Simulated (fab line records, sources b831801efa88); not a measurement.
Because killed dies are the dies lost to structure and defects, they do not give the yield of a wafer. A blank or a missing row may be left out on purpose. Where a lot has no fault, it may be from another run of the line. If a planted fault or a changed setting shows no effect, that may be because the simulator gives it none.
Struck lot and sound lot, side by side    flow sky130    14 out of 708 route steps
Sound: these wafers, L782.2, L782.3, L782.4. Wafers L792.2, L792.3, L792.6 were the ones struck. The cause is given at the end.
At each step with rows: each side's tool, then ch and its chambers, then its first start. Under that, the readings that differ: sound wafers    struck wafers    difference of the means    sigmas: that difference in standard deviations of wafers without a fault.
alike: readings with means less than 2 such deviations apart, plus words and numbers identical on both sides. not compared: withheld readings, readings lacking a value on some wafer, bounds such as >300 that could conceal the same value, and numbers that have no deviation in the record and whose values overlap.
A row with sigmas, a row that says differs or no value, or rows on one side alone: a step with any of these is where the two part. When numbers do not overlap yet have no deviation, they are printed without sigmas and do not part them. A reading missing from all wafers of one side parts the sides only when that side holds two or more wafers.

first, 1 step without rows for these wafers: SKY_LDD_P_DEVELOP_06 (develop time 60 s).
SKY_LDD_P_CD_MEAS_07: the cd target is 380 nm.
  sound on cdSem-01 at day 21 19:41; struck on cdSem-02 at day 24 22:11
  alike: cdNm
SKY_LDD_P_OVL_MEAS_08:
  sound on overlay-02 at day 21 19:47; struck on overlay-02 at day 24 22:17
  alike: LDD_P_OVL
then, 1 step without rows for these wafers: SKY_LDD_P_IMPLANT_09.
SKY_LDD_P_STRIP_10: strips in O2/N2.
  sound on plasmaAsher-01 ch 0,1, day 21 19:58; struck on plasmaAsher-02 ch 0,1, day 24 22:28
reading                   sound           struck          difference  sigmas
drypumpMotorCurrentA (A)  6.40 5.54 6.38  5.54 5.55 5.43  -0.60       -2
  alike: o2FlowSccm, oesProductAu, stripTimeToEndpointS
  not compared: rfHoursCounterH
SKY_LDD_P_TW_MEAS_11:
  sound on filmMetro-03 at day 21 20:04; struck on filmMetro-01 at day 24 22:34
  alike: LDD_P_TW
then, 6 steps without rows for these wafers: SKY_LDD_HVN_DEHYDRATE_00 (time 60 s); SKY_LDD_HVN_HMDS_01 (prime time 60 s); SKY_LDD_HVN_COAT_02 (resist thk 300 nm); SKY_LDD_HVN_SOFTBAKE_03 (time 60 s); SKY_LDD_HVN_EXPOSE_04 (exposes mask HVNTM, target cd 700 nm); SKY_LDD_HVN_PEB_05.
SKY_LDD_HVN_DEVELOP_06: develop time 60 s.
  struck on lithoTrack-02, day 26 03:36; sound on lithoTrack-02 ch 0, day 23 03:45
  no value came back on the struck wafers for chillPlateTempC (C), developTimeS (s); on the sound wafers chillPlateTempC (C) reads 23.10 23.14 23.00
SKY_LDD_HVN_OVL_MEAS_07:
  sound on overlay-02 at day 23 03:53; struck on overlay-02 at day 26 03:44
reading           sound          struck  difference                     sigmas
LDD_HVN_OVL (nm)  0.6 -0.1 -1.9  - - -   no value on the struck wafers  

WHERE THEY PART
At SKY_LDD_P_STRIP_10 first; at SKY_LDD_HVN_OVL_MEAS_07 last (within this record only).

WHY: what the simulator had put in
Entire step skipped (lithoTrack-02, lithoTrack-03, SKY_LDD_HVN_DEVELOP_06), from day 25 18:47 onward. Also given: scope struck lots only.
